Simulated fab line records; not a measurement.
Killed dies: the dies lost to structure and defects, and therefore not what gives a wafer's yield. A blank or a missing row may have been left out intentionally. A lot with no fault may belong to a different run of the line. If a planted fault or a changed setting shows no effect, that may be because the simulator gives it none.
fab line records    flow sfq-line
[record] lots = 5  wafers = 15  last-day = 86
route steps=325 shown M8@319
lots that met no fault: from a run of the same line without faults
start-h: the number of hours between the record's first day and the start of the first shown wafer of the lot    wait-h: time in hours since the lot's previous step    " the same as in the row above    L1.1+2: several wafers, shown together as one row    - no value, or no start was given    * or withheld: withheld    < > ~ a bound
route shown NAME@n: names a module that has steps shown in the file, with the first one's number in the route    usual: average and standard deviation across the fault-free wafers    same: alike in all rows    chamber/n: place in a boat    sites: per-site readings    _std_site: the values' standard deviation    _edge_site: mean of outer sites minus mean of inner sites    radius-mm: how far each site lies from the wafer's centre    mask NAME#n: copy n    behind: the tool/chamber that last shaped the wafer    hold: cause of the lot's hold/its duration in hours/its outcome    device: transistor that didn't switch, given as n, p or np    end of line: the same wafers' tests at the end of the route    for a step that has no rows: nothing shown but its recipe    killed: dies lost to structure and defects at the first sort, not the wafer's yield    map: dies across one wafer; x = killed, . = not, _ = none there
set.NAME: the run value of the setting; set.NAME@STEP: its run value at that earlier step    model.NAME: the simulator's own value behind a step, which no gauge read
lots at selected steps of the route; one table per step, one row per wafer
services: a tool's chamber out of use, with start hour (start-h, from the record's first day; less than 0 if before it), hours out, and reason
[[steps]]
[step SFQ_TRILAYER_M8_DEP_EVAP_197]
[recipe] material = Ti  angular-spread-deg = 1  target-thk-nm = 20  time-s = 100  power-w = 2000
[usual] cathode-dc-power-W = 2000.0/0.37
lot.wafer  tool            chamber  start-h  wait-h  cathode-dc-power-W
L075.2     pvd-sputter-02  -        1960.94  0.0     2000.2
L075.3     "               -        "        "       2000.2
L075.6     "               -        "        "       1999.8
L077.2     pvd-sputter-02  -        1979.02  0.0     1999.7
L077.3     "               -        "        "       1999.9
L077.4     "               -        "        "       1999.6
L080.3     pvd-sputter-01  -        1986.22  0.0     2000.0
L080.5     "               -        "        "       1999.8
L080.6     "               -        "        "       1999.8
L082.1     pvd-sputter-01  -        2027.08  0.0     2000.2
L082.5     "               -        "        "       1999.7
L082.6     "               -        "        "       2000.2
L088.2     pvd-sputter-01  -        2053.60  0.0     2000.1
L088.3     "               -        "        "       2000.7
L088.4     "               -        "        "       2000.0
[step SFQ_TRILAYER_M8_DEP_EVAP_198]
[recipe] material = Pt  angular-spread-deg = 1  target-thk-nm = 50  time-s = 250  power-w = 2000
[usual] cathode-dc-power-W = 2000.0/0.3
lot.wafer  tool            chamber  start-h  wait-h  cathode-dc-power-W
L075.2     pvd-sputter-02  -        1961.01  0.0     2000.0
L075.3     "               -        "        "       1999.4
L075.6     "               -        "        "       1999.5
L077.2     pvd-sputter-02  -        1979.10  0.0     1999.8
L077.3     "               -        "        "       2000.1
L077.4     "               -        "        "       1999.9
L080.3     pvd-sputter-01  -        1986.30  0.0     2000.0
L080.5     "               -        "        "       1999.9
L080.6     "               -        "        "       2000.5
L082.1     pvd-sputter-01  -        2027.15  0.0     1999.6
L082.5     "               -        "        "       1999.7
L082.6     "               -        "        "       2000.5
L088.2     pvd-sputter-01  -        2053.67  0.0     2000.1
L088.3     "               -        "        "       1999.7
L088.4     "               -        "        "       2000.0
[step SFQ_TRILAYER_M8_DEP_EVAP_196]
[recipe] material = Au  angular-spread-deg = 1  target-thk-nm = 180  time-s = 900  power-w = 2000
[usual] cathode-dc-power-W = 1999.9/0.35
lot.wafer  tool            chamber  start-h  wait-h  cathode-dc-power-W
L075.2     pvd-sputter-02  -        1961.16  0.1     2000.3
L075.3     "               -        "        "       1999.8
L075.6     "               -        "        "       1999.5
L077.2     pvd-sputter-02  -        1979.25  0.1     1999.6
L077.3     "               -        "        "       1999.6
L077.4     "               -        "        "       2000.1
L080.3     pvd-sputter-01  -        1986.45  0.1     2000.3
L080.5     "               -        "        "       2000.4
L080.6     "               -        "        "       2000.1
L082.1     pvd-sputter-01  -        2027.30  0.1     1999.8
L082.5     "               -        "        "       2000.0
L082.6     "               -        "        "       1999.7
L088.2     pvd-sputter-01  -        2053.83  0.1     1999.6
L088.3     "               -        "        "       1999.8
L088.4     "               -        "        "       2000.0
[step SFQ_M8_RS_MEAS_949]
[recipe] thk-meas-gauge = four-point-probe  reads = Au_of_TRILAYER_M8_DEP_EVAP_196+Pt_of_TRILAYER_M8_DEP_EVAP_198+Ti_of_TRILAYER_M8_DEP_EVAP_197
[usual] M8_AU_RS = 0.1546/0.0015
lot.wafer  tool           chamber  start-h  wait-h  M8_AU_RS[ohm/sq]
L075.2     film-metro-03  -        1961.70  0.3     0.1540
L075.3     "              -        "        "       0.1524
L075.6     "              -        "        "       0.1545
L077.2     film-metro-02  -        1979.79  0.3     0.1552
L077.3     "              -        "        "       0.1569
L077.4     "              -        "        "       0.1543
L080.3     film-metro-03  -        1987.01  0.3     0.1561
L080.5     "              -        "        "       0.1538
L080.6     "              -        "        "       0.1557
L082.1     film-metro-02  -        2027.82  0.3     0.1545
L082.5     "              -        "        "       0.1546
L082.6     "              -        "        "       0.1528
L088.2     film-metro-01  -        2054.37  0.3     0.1544
L088.3     "              -        "        "       0.1531
L088.4     "              -        "        "       0.1528
[step SFQ_M8_THK_MEAS_950]
[recipe] thk-meas-gauge = xrf  reads = Au_of_TRILAYER_M8_DEP_EVAP_196
[usual] M8_AU_THK = 181.3/2.2
lot.wafer  tool           chamber  start-h  wait-h  M8_AU_THK[nm]
L075.2     film-metro-03  -        1961.81  0.1     183.0
L075.3     "              -        "        "       184.4
L075.6     "              -        "        "       182.1
L077.2     film-metro-02  -        1979.90  0.1     178.0
L077.3     "              -        "        "       176.0
L077.4     "              -        "        "       177.6
L080.3     film-metro-03  -        1987.11  0.1     179.3
L080.5     "              -        "        "       182.8
L080.6     "              -        "        "       181.0
L082.1     film-metro-02  -        2027.94  0.1     178.7
L082.5     "              -        "        "       178.6
L082.6     "              -        "        "       179.9
L088.2     film-metro-01  -        2054.48  0.1     183.0
L088.3     "              -        "        "       183.3
L088.4     "              -        "        "       183.4
[step SFQ_TRILAYER_M8_LIFTOFF_LIFTOFF_197]
[recipe] temp-c = 80  time-s = 600  chemistry = NMP
lot.wafer   tool          chamber  start-h  wait-h
L075.2+3+6  wet-bench-03  2,1,6    1961.86  0.0
L077.2+3+4  wet-bench-01  0,1,6    1979.95  0.0
L080.3+5+6  wet-bench-01  7,6,5    1987.15  0.0
L082.1+5+6  wet-bench-01  1,5,6    2028.00  0.1
L088.2+3+4  wet-bench-01  0,1,7    2054.53  0.0
[step SFQ_M8_BOW_MEAS_951]
[recipe] mode = bow
[usual] M8_BOW = 4/9.9
lot.wafer  tool           chamber  start-h  wait-h  M8_BOW[um]
L075.2     film-metro-02  -        1962.23  0.0     -9
L075.3     "              -        "        "       -8
L075.6     "              -        "        "       -5
L077.2     film-metro-01  -        1980.14  0.0     -9
L077.3     "              -        "        "       5
L077.4     "              -        "        "       14
L080.3     film-metro-02  -        1987.38  0.0     6
L080.5     "              -        "        "       10
L080.6     "              -        "        "       -8
L082.1     film-metro-01  -        2028.18  0.0     19
L082.5     "              -        "        "       20
L082.6     "              -        "        "       21
L088.2     film-metro-02  -        2054.72  0.0     0
L088.3     "              -        "        "       11
L088.4     "              -        "        "       -2
[[services]]
tool            chamber  start-h  hours  kind
pvd-sputter-01  -        2002.46  7.7    repair
pvd-sputter-02  2        2043.19  -      consumable-replace:kit
pvd-sputter-02  2        2043.19  18.0   scheduled-down
pvd-sputter-02  2        2043.19  18.0   vent-cycle
[[key]]
fault none
